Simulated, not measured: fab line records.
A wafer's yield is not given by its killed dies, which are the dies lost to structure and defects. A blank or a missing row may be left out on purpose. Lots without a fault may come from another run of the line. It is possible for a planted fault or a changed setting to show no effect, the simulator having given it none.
fab line records	flow sky130	part 2 of 2: steps 27 to 35 of 35
[record] lots = 5	wafers = 15	last_day = 50
route steps=708 shown METAL1@457 VIA1@458 METAL2@483
lots with no fault: from the same line, run without faults
start_h: hours from the record's first day to the start of the lot's first wafer shown	wait_h: hours elapsed since this lot's preceding step	" unchanged from the row above	L1.1+2: one row covering several wafers at once	- no value, or no start given	* or withheld: withheld	< > ~ a bound
route shown NAME@n: names a module that has steps shown in the file, with the first one's number in the route	usual: average and standard deviation across the fault-free wafers	same: alike in all rows	chamber/n: place in a boat	sites: the reading at each site	_std_site: standard deviation across them	_edge_site: inner sites' mean taken away from outer sites' mean	radius_mm: how far each site lies from the wafer's centre	mask NAME#n: copy n	behind: the last tool/chamber to shape the wafer	hold: why the lot went on hold/how many hours it stayed there/how the hold came to an end	device: the transistor (n, p or np) that didn't switch	end of line: tests run on the same wafers once the route is complete	for a step that has no rows: nothing shown but its recipe	killed: the dies lost at the first sort to structure and to defects; this is not the yield of the wafer	map: a wafer's dies, marking killed ones x, the rest . and places with no die _
set.NAME: the setting the step ran with; set.NAME@STEP: the setting that earlier step ran with	model.NAME: the simulator's own value behind a step, which no gauge read
certain route steps with their lots: each step a table, each wafer a row
services: from which hour (start_h, from the record's first day; less than 0 if before it) a tool's chamber was out of use, for how many hours, and why
[[steps]]
[step SKY_METAL2_SPUTTER_00]
[recipe] material = Ti	target_thk_nm = 15	power_w = 3000	time_s = 10	chamber_pressure_pa = 0.4
[usual] throttle_valve_pct = 30.1/0.95
lot.wafer	tool	chamber	start_h	wait_h	throttle_valve_pct
L075.1	pvd_sputter-01	-	813.64	0.1	28.6
L075.4	"	-	"	"	30.0
L075.5	"	-	"	"	30.2
L078.1	pvd_sputter-02	-	835.09	0.1	31.5
L078.4	"	-	"	"	30.7
L078.6	"	-	"	"	30.4
L087.1	pvd_sputter-01	-	903.75	0.1	30.0
L087.5	"	-	"	"	30.0
L087.6	"	-	"	"	28.4
L092.3	pvd_sputter-04	-	931.88	0.1	31.0
L092.4	"	-	"	"	30.8
L092.5	"	-	"	"	31.5
L095.2	pvd_sputter-04	-	949.45	0.1	31.3
L095.5	"	-	"	"	31.3
L095.6	"	-	"	"	31.0
[step SKY_METAL2_SPUTTER_01]
[recipe] material = TiN	target_thk_nm = 20	power_w = 6500	time_s = 16.7	chamber_pressure_pa = 0.4
[usual] throttle_valve_pct = 30.1/0.94
lot.wafer	tool	chamber	start_h	wait_h	throttle_valve_pct
L075.1	pvd_sputter-01	-	813.67	0.0	28.2
L075.4	"	-	"	"	30.2
L075.5	"	-	"	"	30.3
L078.1	pvd_sputter-02	-	835.11	0.0	31.4
L078.4	"	-	"	"	30.5
L078.6	"	-	"	"	30.2
L087.1	pvd_sputter-01	-	903.77	0.0	30.1
L087.5	"	-	"	"	30.2
L087.6	"	-	"	"	28.3
L092.3	pvd_sputter-04	-	931.91	0.0	31.1
L092.4	"	-	"	"	31.1
L092.5	"	-	"	"	31.1
L095.2	pvd_sputter-04	-	949.47	0.0	31.4
L095.5	"	-	"	"	31.2
L095.6	"	-	"	"	30.9
[step SKY_METAL2_SPUTTER_02]
[recipe] material = AlCu	target_thk_nm = 250	power_w = 10600	time_s = 13.3	chamber_pressure_pa = 0.4
[usual] throttle_valve_pct = 30.1/0.91
lot.wafer	tool	chamber	start_h	wait_h	throttle_valve_pct
L075.1	pvd_sputter-01	-	813.69	0.0	28.6
L075.4	"	-	"	"	30.2
L075.5	"	-	"	"	30.2
L078.1	pvd_sputter-02	-	835.14	0.0	31.1
L078.4	"	-	"	"	30.5
L078.6	"	-	"	"	30.2
L087.1	pvd_sputter-01	-	903.79	0.0	30.2
L087.5	"	-	"	"	30.2
L087.6	"	-	"	"	28.8
L092.3	pvd_sputter-04	-	931.93	0.0	31.2
L092.4	"	-	"	"	30.7
L092.5	"	-	"	"	31.2
L095.2	pvd_sputter-04	-	949.50	0.0	31.4
L095.5	"	-	"	"	31.2
L095.6	"	-	"	"	30.6
[step SKY_METAL2_SPUTTER_03]
[recipe] material = Ti	target_thk_nm = 5	power_w = 3000	time_s = 3.3	chamber_pressure_pa = 0.4
[usual] throttle_valve_pct = 30.1/0.93
lot.wafer	tool	chamber	start_h	wait_h	throttle_valve_pct
L075.1	pvd_sputter-01	-	813.72	0.0	28.5
L075.4	"	-	"	"	30.0
L075.5	"	-	"	"	30.5
L078.1	pvd_sputter-02	-	835.16	0.0	31.4
L078.4	"	-	"	"	30.5
L078.6	"	-	"	"	30.2
L087.1	pvd_sputter-01	-	903.82	0.0	30.2
L087.5	"	-	"	"	29.8
L087.6	"	-	"	"	28.5
L092.3	pvd_sputter-04	-	931.96	0.0	31.0
L092.4	"	-	"	"	31.1
L092.5	"	-	"	"	31.2
L095.2	pvd_sputter-04	-	949.52	0.0	31.4
L095.5	"	-	"	"	31.2
L095.6	"	-	"	"	30.9
[step SKY_METAL2_SPUTTER_04]
[recipe] material = TiN	target_thk_nm = 70	power_w = 6500	time_s = 58.3	chamber_pressure_pa = 0.4
[usual] throttle_valve_pct = 30.1/0.94
lot.wafer	tool	chamber	start_h	wait_h	throttle_valve_pct
L075.1	pvd_sputter-01	-	813.73	0.0	28.4
L075.4	"	-	"	"	30.1
L075.5	"	-	"	"	30.5
L078.1	pvd_sputter-02	-	835.18	0.0	31.3
L078.4	"	-	"	"	30.5
L078.6	"	-	"	"	30.1
L087.1	pvd_sputter-01	-	903.84	0.0	30.2
L087.5	"	-	"	"	30.1
L087.6	"	-	"	"	28.7
L092.3	pvd_sputter-04	-	931.98	0.0	31.2
L092.4	"	-	"	"	31.0
L092.5	"	-	"	"	31.2
L095.2	pvd_sputter-04	-	949.54	0.0	31.1
L095.5	"	-	"	"	31.2
L095.6	"	-	"	"	30.9
[step SKY_METAL2_RS_MEAS_05]
[recipe] thk_meas_gauge = four-point-probe	reads = TiN_of_METAL2_SPUTTER_04+Ti_of_METAL2_SPUTTER_03+AlCu_of_METAL2_SPUTTER_02+TiN_of_METAL2_SPUTTER_01+Ti_of_METAL2_SPUTTER_00
[usual] METAL2_ALCU_RS = 0.1262/0.0014
lot.wafer	tool	chamber	start_h	wait_h	METAL2_ALCU_RS[ohm/sq]
L075.1	film_metro-02	-	813.78	0.0	0.1283
L075.4	"	-	"	"	0.1282
L075.5	"	-	"	"	0.1272
L078.1	film_metro-02	-	835.23	0.0	0.1270
L078.4	"	-	"	"	0.1286
L078.6	"	-	"	"	0.1277
L087.1	film_metro-01	-	903.88	0.0	0.1292
L087.5	"	-	"	"	0.1291
L087.6	"	-	"	"	0.1294
L092.3	film_metro-01	-	932.06	0.1	0.1250
L092.4	"	-	"	"	0.1244
L092.5	"	-	"	"	0.1251
L095.2	film_metro-02	-	949.61	0.0	0.1244
L095.5	"	-	"	"	0.1262
L095.6	"	-	"	"	0.1247
[step SKY_METAL2_THK_MEAS_06]
[recipe] thk_meas_gauge = xrf	reads = AlCu_of_METAL2_SPUTTER_02
[usual] METAL2_ALCU_THK = 254.8/2.9
lot.wafer	tool	chamber	start_h	wait_h	METAL2_ALCU_THK[nm]
L075.1	film_metro-02	-	813.90	0.1	249.7
L075.4	"	-	"	"	251.0
L075.5	"	-	"	"	251.3
L078.1	film_metro-02	-	835.35	0.1	253.1
L078.4	"	-	"	"	249.9
L078.6	"	-	"	"	252.3
L087.1	film_metro-01	-	904.00	0.1	250.2
L087.5	"	-	"	"	249.5
L087.6	"	-	"	"	248.1
L092.3	film_metro-01	-	932.16	0.1	256.2
L092.4	"	-	"	"	256.7
L092.5	"	-	"	"	256.3
L095.2	film_metro-02	-	949.72	0.1	257.2
L095.5	"	-	"	"	252.7
L095.6	"	-	"	"	257.3
[step SKY_METAL2_DEHYDRATE_07]
[recipe] temp_c = 200	time_s = 60
[usual] chill_plate_temp_C = 22.99/0.1	exhaust_pa = 45.1/0.95
lot.wafer	tool	chamber	start_h	wait_h	chill_plate_temp_C	exhaust_pa
L075.1	litho_track-02	0	827.60	13.7	22.89	46.8
L075.4	"	0	"	"	22.97	45.2
L075.5	"	0	"	"	22.95	45.9
L078.1	litho_track-03	0	847.52	12.2	22.76	46.0
L078.4	"	0	"	"	23.08	46.3
L078.6	"	0	"	"	22.97	46.8
L087.1	litho_track-03	0	915.82	11.8	22.78	44.8
L087.5	"	0	"	"	22.96	44.6
L087.6	"	0	"	"	22.83	45.1
L092.3	litho_track-01	0	943.79	11.6	22.90	45.7
L092.4	"	0	"	"	23.02	45.1
L092.5	"	0	"	"	23.09	46.0
L095.2	litho_track-01	0	961.81	12.1	23.13	44.8
L095.5	"	0	"	"	23.26	45.8
L095.6	"	0	"	"	23.08	42.5
[step SKY_METAL2_HMDS_08]
[recipe] prime_time_s = 60	prime_temp_c = 120
[usual] chill_plate_temp_C = 23.02/0.12	exhaust_pa = 44.9/0.85
lot.wafer	tool	chamber	start_h	wait_h	chill_plate_temp_C	exhaust_pa
L075.1	litho_track-02	0	827.75	0.1	22.92	46.6
L075.4	"	0	"	"	23.13	45.6
L075.5	"	0	"	"	23.08	46.2
L078.1	litho_track-03	0	847.67	0.1	22.89	45.8
L078.4	"	0	"	"	23.03	46.0
L078.6	"	0	"	"	22.99	45.6
L087.1	litho_track-03	0	915.97	0.1	22.80	44.5
L087.5	"	0	"	"	22.82	45.3
L087.6	"	0	"	"	22.78	45.6
L092.3	litho_track-01	0	943.94	0.1	23.17	44.9
L092.4	"	0	"	"	23.02	44.5
L092.5	"	0	"	"	23.08	46.0
L095.2	litho_track-01	0	961.96	0.1	23.00	45.6
L095.5	"	0	"	"	22.95	45.8
L095.6	"	0	"	"	23.05	44.4
[[services]]
tool	chamber	start_h	hours	kind
krf_scanner-01	-	766.28	1.0	pm
cmp-01	-	778.38	4.2	repair
rie_diel-01	0	779.57	4.4	repair
hdpcvd-02	0	788.64	19.3	repair
pvd_sputter-02	-	794.62	0.8	repair
pvd_sputter-01	-	797.49	3.7	repair
pvd_sputter-03	-	806.48	2.3	repair
cmp-01	-	815.94	5.0	pm
cvd_w-01	-	817.25	6.9	pm
krf_scanner-01	-	821.96	0.8	pm
cmp-02	-	828.95	2.5	repair
wet_bench-01	-	836.43	3.7	repair
cmp-01	-	841.28	1.0	repair
krf_scanner-01	-	842.15	0.3	repair
pvd_sputter-01	-	850.02	2.4	repair
plasma_asher-02	-	874.67	2.9	repair
wet_bench-04	-	878.22	2.0	repair
krf_scanner-01	-	879.34	0.1	repair
wet_bench-02	-	897.20	2.3	repair
cmp-02	-	912.00	4.0	pm
pvd_sputter-04	-	932.38	1.5	repair
pvd_sputter-04	-	941.53	4.7	repair
rie_diel-01	0	943.39	15.2	repair
pvd_sputter-01	-	947.22	5.7	repair
